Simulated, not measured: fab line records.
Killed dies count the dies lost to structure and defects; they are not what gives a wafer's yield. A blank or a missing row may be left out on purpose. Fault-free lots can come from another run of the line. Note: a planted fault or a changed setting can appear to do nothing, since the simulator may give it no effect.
Which of the tools did it? | flow gf180mcu | 72 wafers from 24 lots sampled at 5 of the route's 602 steps

WHAT EACH GAUGE READ, for each wafer
GF_M2_CD_MEAS_14 targets a cd of 280 nm.
lot  | measured     | on        | cd-nm (nm)
L074 | day 19 01:11 | cd-sem-01 | 279.4 278.0 278.0
L075 | day 19 11:17 | cd-sem-02 | 280.5 280.9 280.2
L076 | day 19 22:06 | cd-sem-02 | 278.7 279.9 279.2
L077 | day 20 10:41 | cd-sem-01 | 279.9 279.5 280.3
L078 | day 20 21:15 | cd-sem-01 | 280.6 280.8 281.6
L079 | day 21 03:43 | cd-sem-02 | 280.7 278.6 279.4
L080 | day 21 09:28 | cd-sem-01 | 280.2 278.8 280.3
L081 | day 21 20:08 | cd-sem-02 | 279.9 279.4 279.6
L082 | day 22 12:10 | cd-sem-01 | 280.9 280.1 279.8
L083 | day 22 16:07 | cd-sem-01 | 281.4 279.7 280.7
L084 | day 23 01:16 | cd-sem-01 | 281.3 281.5 281.3
L085 | day 23 12:26 | cd-sem-01 | 280.9 280.6 280.7
L086 | day 23 16:42 | cd-sem-02 | 279.1 280.0 280.2
L087 | day 24 06:58 | cd-sem-01 | 278.9 278.5 279.2
L088 | day 24 09:10 | cd-sem-02 | 280.1 280.5 280.6
L089 | day 24 18:01 | cd-sem-02 | 278.3 277.2 278.4
L090 | day 25 02:13 | cd-sem-01 | 281.4 281.3 281.7
L091 | day 25 05:40 | cd-sem-01 | 280.6 280.1 281.4
L092 | day 25 09:31 | cd-sem-02 | 280.1 279.9 281.0
L093 | day 25 19:34 | cd-sem-02 | 280.1 280.5 280.1
L094 | day 26 05:29 | cd-sem-01 | 281.1 280.5 281.7
L095 | day 26 06:08 | cd-sem-01 | 276.8 276.1 278.3
L096 | day 26 16:57 | cd-sem-02 | 279.1 280.4 278.9
L097 | day 27 00:04 | cd-sem-02 | 280.2 280.2 280.5

GF_V2_THK_MEAS_25: measures by xrf.
lot  | measured     | on            | V2_W_THK (nm)
L074 | day 20 03:33 | film-metro-03 | 358 357 349
L075 | day 20 13:58 | film-metro-03 | 352 354 354
L076 | day 21 00:20 | film-metro-03 | 345 350 346
L077 | day 21 13:04 | film-metro-01 | 361 355 357
L078 | day 21 22:53 | film-metro-03 | 359 358 361
L079 | day 22 06:18 | film-metro-03 | 351 351 348
L080 | day 22 11:22 | film-metro-01 | 361 355 355
L081 | day 22 22:11 | film-metro-04 | 360 354 352
L082 | day 23 13:59 | film-metro-04 | 352 354 351
L083 | day 23 17:31 | film-metro-04 | 347 353 352
L084 | day 24 02:31 | film-metro-01 | 356 360 353
L085 | day 24 13:52 | film-metro-01 | 360 355 355
L086 | day 24 17:24 | film-metro-04 | 360 349 355
L087 | day 25 07:09 | film-metro-03 | 360 362 362
L088 | day 25 09:34 | film-metro-03 | 367 357 363
L089 | day 25 17:57 | film-metro-01 | 362 362 354
L090 | day 26 01:24 | film-metro-03 | 363 361 360
L091 | day 26 05:04 | film-metro-01 | 355 352 353
L092 | day 26 09:22 | film-metro-04 | 356 355 357
L093 | day 26 19:31 | film-metro-04 | 359 355 361
L094 | day 27 04:59 | film-metro-01 | 354 358 354
L095 | day 27 05:51 | film-metro-01 | 353 356 355
L096 | day 27 15:11 | film-metro-04 | 356 347 354
L097 | day 27 22:31 | film-metro-03 | 362 365 365

GF_M4_RS_MEAS_05: uses a four-point probe to measure.
lot  | measured     | on            | M4_ALCU_RS (ohm/sq)
L074 | day 22 06:51 | film-metro-02 | 0.0708 0.0711 0.0702
L075 | day 22 16:50 | film-metro-02 | 0.0704 0.0709 0.0708
L076 | day 23 03:16 | film-metro-02 | 0.0678 0.0692 0.0698
L077 | day 23 14:53 | film-metro-01 | 0.0692 0.0693 0.0702
L078 | day 24 00:23 | film-metro-03 | 0.0679 0.0695 0.0692
L079 | day 24 07:58 | film-metro-01 | 0.0704 0.0704 0.0697
L080 | day 24 13:05 | film-metro-01 | 0.0686 0.0684 0.0689
L081 | day 24 21:56 | film-metro-01 | 0.0691 0.0686 0.0685
L082 | day 25 13:40 | film-metro-03 | 0.0682 0.0685 0.0680
L083 | day 25 16:43 | film-metro-03 | 0.0690 0.0694 0.0690
L084 | day 26 01:38 | film-metro-01 | 0.0702 0.0695 0.0705
L085 | day 26 12:31 | film-metro-01 | 0.0703 0.0695 0.0690
L086 | day 26 15:09 | film-metro-03 | 0.0704 0.0710 0.0697
L087 | day 27 05:11 | film-metro-03 | 0.0708 0.0698 0.0697
L088 | day 27 06:36 | film-metro-02 | 0.0687 0.0683 0.0696
L089 | day 27 14:59 | film-metro-02 | 0.0698 0.0699 0.0688
L090 | day 27 22:00 | film-metro-02 | 0.0688 0.0699 0.0697
L091 | day 28 00:49 | film-metro-03 | 0.0686 0.0685 0.0692
L092 | day 28 05:41 | film-metro-02 | 0.0693 0.0698 0.0707
L093 | day 28 14:16 | film-metro-02 | 0.0700 0.0706 0.0701
L094 | day 28 22:52 | film-metro-02 | 0.0703 0.0693 0.0703
L095 | day 29 00:32 | film-metro-01 | 0.0699 0.0703 0.0709
L096 | day 29 10:11 | film-metro-02 | 0.0691 0.0690 0.0680
L097 | day 29 16:33 | film-metro-02 | 0.0699 0.0697 0.0697

WHAT TOOL EACH LOT RAN ON (gives the tool, then ch and the chambers of the sampled wafers, and finally the start)
lot  | GF_M2_SPUTTER_04             | GF_M4_SPUTTER_02
L074 | pvd-sputter-03, day 18 02:11 | pvd-sputter-03, day 22 06:46
L075 | pvd-sputter-03, day 18 11:35 | pvd-sputter-04, day 22 16:44
L076 | pvd-sputter-03, day 18 21:32 | pvd-sputter-04, day 23 03:11
L077 | pvd-sputter-03, day 19 10:26 | pvd-sputter-03, day 23 14:46
L078 | pvd-sputter-04, day 19 21:11 | pvd-sputter-02, day 24 00:18
L079 | pvd-sputter-03, day 20 03:46 | pvd-sputter-03, day 24 07:52
L080 | pvd-sputter-02, day 20 09:22 | pvd-sputter-02, day 24 12:59
L081 | pvd-sputter-04, day 20 19:55 | pvd-sputter-02, day 24 21:50
L082 | pvd-sputter-03, day 21 12:47 | pvd-sputter-02, day 25 13:32
L083 | pvd-sputter-02, day 21 16:48 | pvd-sputter-02, day 25 16:37
L084 | pvd-sputter-02, day 22 01:58 | pvd-sputter-03, day 26 01:32
L085 | pvd-sputter-03, day 22 13:38 | pvd-sputter-03, day 26 12:26
L086 | pvd-sputter-02, day 22 17:58 | pvd-sputter-04, day 26 15:04
L087 | pvd-sputter-04, day 23 08:35 | pvd-sputter-03, day 27 05:05
L088 | pvd-sputter-03, day 23 11:35 | pvd-sputter-04, day 27 06:29
L089 | pvd-sputter-04, day 23 20:17 | pvd-sputter-04, day 27 14:52
L090 | pvd-sputter-02, day 24 05:06 | pvd-sputter-03, day 27 21:55
L091 | pvd-sputter-04, day 24 08:14 | pvd-sputter-02, day 28 00:37
L092 | pvd-sputter-02, day 24 12:31 | pvd-sputter-03, day 28 05:34
L093 | pvd-sputter-03, day 24 22:32 | pvd-sputter-04, day 28 14:11
L094 | pvd-sputter-02, day 25 08:02 | pvd-sputter-04, day 28 22:46
L095 | pvd-sputter-04, day 25 08:38 | pvd-sputter-04, day 29 00:27
L096 | pvd-sputter-04, day 25 19:57 | pvd-sputter-04, day 29 10:02
L097 | pvd-sputter-04, day 26 03:32 | pvd-sputter-04, day 29 16:26
- GF_M2_SPUTTER_04: material TiN, target thk 50 nm, time 41.7 s.
- GF_M4_SPUTTER_02: material AlCu, target thk 450 nm, time 23.9 s.

AS READ BY THE TOOLS THEMSELVES (means over the sampled wafers that have a number; for cases with no such wafer, the mark the record gives instead)
GF_M2_SPUTTER_04.
lot  | tool           | throttle-valve-pct (%)
L074 | pvd-sputter-03 | 29.5
L075 | pvd-sputter-03 | 29.4
L076 | pvd-sputter-03 | 29.1
L077 | pvd-sputter-03 | 29.0
L078 | pvd-sputter-04 | 29.1
L079 | pvd-sputter-03 | 28.7
L080 | pvd-sputter-02 | 29.6
L081 | pvd-sputter-04 | 29.4
L082 | pvd-sputter-03 | 28.4
L083 | pvd-sputter-02 | 29.2
L084 | pvd-sputter-02 | 29.1
L085 | pvd-sputter-03 | 29.5
L086 | pvd-sputter-02 | 29.3
L087 | pvd-sputter-04 | 29.3
L088 | pvd-sputter-03 | 29.7
L089 | pvd-sputter-04 | 29.5
L090 | pvd-sputter-02 | 29.3
L091 | pvd-sputter-04 | 29.8
L092 | pvd-sputter-02 | 29.7
L093 | pvd-sputter-03 | 28.8
L094 | pvd-sputter-02 | 29.6
L095 | pvd-sputter-04 | 29.6
L096 | pvd-sputter-04 | 28.9
L097 | pvd-sputter-04 | 29.8

GF_M4_SPUTTER_02.
lot  | tool           | throttle-valve-pct (%)
L074 | pvd-sputter-03 | 30.2
L075 | pvd-sputter-04 | 29.7
L076 | pvd-sputter-04 | 29.8
L077 | pvd-sputter-03 | 29.4
L078 | pvd-sputter-02 | 29.6
L079 | pvd-sputter-03 | 29.5
L080 | pvd-sputter-02 | 29.1
L081 | pvd-sputter-02 | 29.1
L082 | pvd-sputter-02 | 29.7
L083 | pvd-sputter-02 | 29.2
L084 | pvd-sputter-03 | 29.2
L085 | pvd-sputter-03 | 29.2
L086 | pvd-sputter-04 | 29.6
L087 | pvd-sputter-03 | 29.4
L088 | pvd-sputter-04 | 29.6
L089 | pvd-sputter-04 | 29.6
L090 | pvd-sputter-03 | 28.5
L091 | pvd-sputter-02 | 29.0
L092 | pvd-sputter-03 | 29.3
L093 | pvd-sputter-04 | 29.6
L094 | pvd-sputter-04 | 29.8
L095 | pvd-sputter-04 | 29.5
L096 | pvd-sputter-04 | 30.0
L097 | pvd-sputter-04 | 29.9

THE ANSWER, worked out from the rows above alone
Rule: usual is defined by the lots themselves. Put in order of their means at a reading, lots are off if they are a third of the lots or fewer, leave a main group of 4 or more, and stand apart from it by a gap of 3 or more times the standard deviation of the main group's means; of several such gaps the widest counts. A main group whose means are all the same, to the digits that the tables above print for the reading, isn't used. A lot without any number at a reading at which 4 lots or more have one is off too. The other lots that the step has rows for count as sound. Order of review: gauges by route order, followed by the tools' own readings, for which a lot's mean as printed above is used. The first step at which some lot is off is used, and at that step the reading that is off furthest; a lot without a number counts as furthest.
No lot is off at any reading shown: from this, nothing can be told.

WHAT WAS PUT IN BY THE SIMULATOR
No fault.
